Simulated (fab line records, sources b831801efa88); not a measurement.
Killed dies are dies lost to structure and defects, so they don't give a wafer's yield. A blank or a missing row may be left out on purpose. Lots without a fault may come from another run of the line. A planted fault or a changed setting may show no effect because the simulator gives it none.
Chamber matching | flow gf180mcu | GF_V3_ETCH_17 on rie_diel-02: 4 sister chambers
The step etches SiO2 in C4F8/O2/Ar, stops on TiN, target depth 635 nm. 14 wafers are shown with their chamber, then 7 later ones without.

WAFERS WITH THEIR CHAMBER
wafer  | chamber | oes_product_au (a.u.) | bias_w (W) | chamber_pressure_mTorr (mTorr)
L383.1 | 1       | 0.866                 | 1199       | 39.92
L383.4 | 2       | 0.860                 | 1200       | 40.04
L383.5 | 1       | 0.864                 | 1199       | 40.06
L384.2 | 1       | 0.851                 | 1200       | 39.98
L384.3 | 3       | 0.854                 | 1193       | 39.98
L384.6 | 3       | 0.854                 | 1194       | 39.99
L386.1 | 3       | 0.854                 | 1197       | 40.05
L386.2 | 0       | 0.850                 | 1200       | 40.03
L386.4 | 2       | 0.858                 | 1202       | 40.00
L387.1 | 1       | 0.861                 | 1195       | 40.01
L387.3 | 3       | 0.862                 | 1198       | 40.00
L387.6 | 1       | 0.847                 | 1195       | 40.02
L391.3 | 2       | 0.856                 | 1197       | 40.05
L391.4 | 3       | 0.865                 | 1202       | 40.01

SIGNATURES (means of the wafers above)
reading                | chamber 0 | chamber 1 | chamber 2 | chamber 3 | scatter within a chamber
oes_product_au         | 0.85000   | 0.85780   | 0.85800   | 0.85780   | 0.00632
bias_w                 | 1200.00   | 1197.60   | 1199.67   | 1196.80   | 2.94
chamber_pressure_mTorr | 40.0300   | 39.9980   | 40.0300   | 40.0060   | 0.039
Rule: a wafer's distance from a chamber is the root of the sum, over the readings, of the square of ((its reading less the chamber's mean) divided by the reading's scatter). The wafer belongs to the nearest chamber; if the next one is less than 2 further off, it can't be placed. The scatter: the root of (the sum of the squares of (reading less its chamber's mean) over the shown wafers, divided by (wafers less chambers)).

WAFERS WITHOUT THEIR CHAMBER
wafer  | oes_product_au (a.u.) | bias_w (W) | chamber_pressure_mTorr (mTorr)
L391.5 | 0.847                 | 1200       | 40.05
L393.4 | 0.857                 | 1203       | 40.03
L393.5 | 0.850                 | 1199       | 39.99
L393.6 | 0.855                 | 1203       | 40.02
L401.2 | 0.852                 | 1209       | 40.01
L401.3 | 0.857                 | 1209       | 40.02
L401.5 | 0.851                 | 1203       | 39.95

WHICH CHAMBER EACH WENT THROUGH
wafer  | from the rows above               | in truth
L391.5 | can't be placed: 0 or 2 or 1 or 3 | 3
L393.4 | can't be placed: 2 or 0 or 1 or 3 | 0
L393.5 | can't be placed: 0 or 1 or 3 or 2 | 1
L393.6 | can't be placed: 2 or 0 or 1 or 3 | 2
L401.2 | can't be placed: 0 or 2 or 1 or 3 | 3
L401.3 | can't be placed: 2 or 0 or 1 or 3 | 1
L401.5 | can't be placed: 0 or 1 or 2 or 3 | 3
Placed correctly: 0 of 7. Can't be placed from these rows: 7 (the true chamber is among the candidates in 7). Placed wrongly: 0.
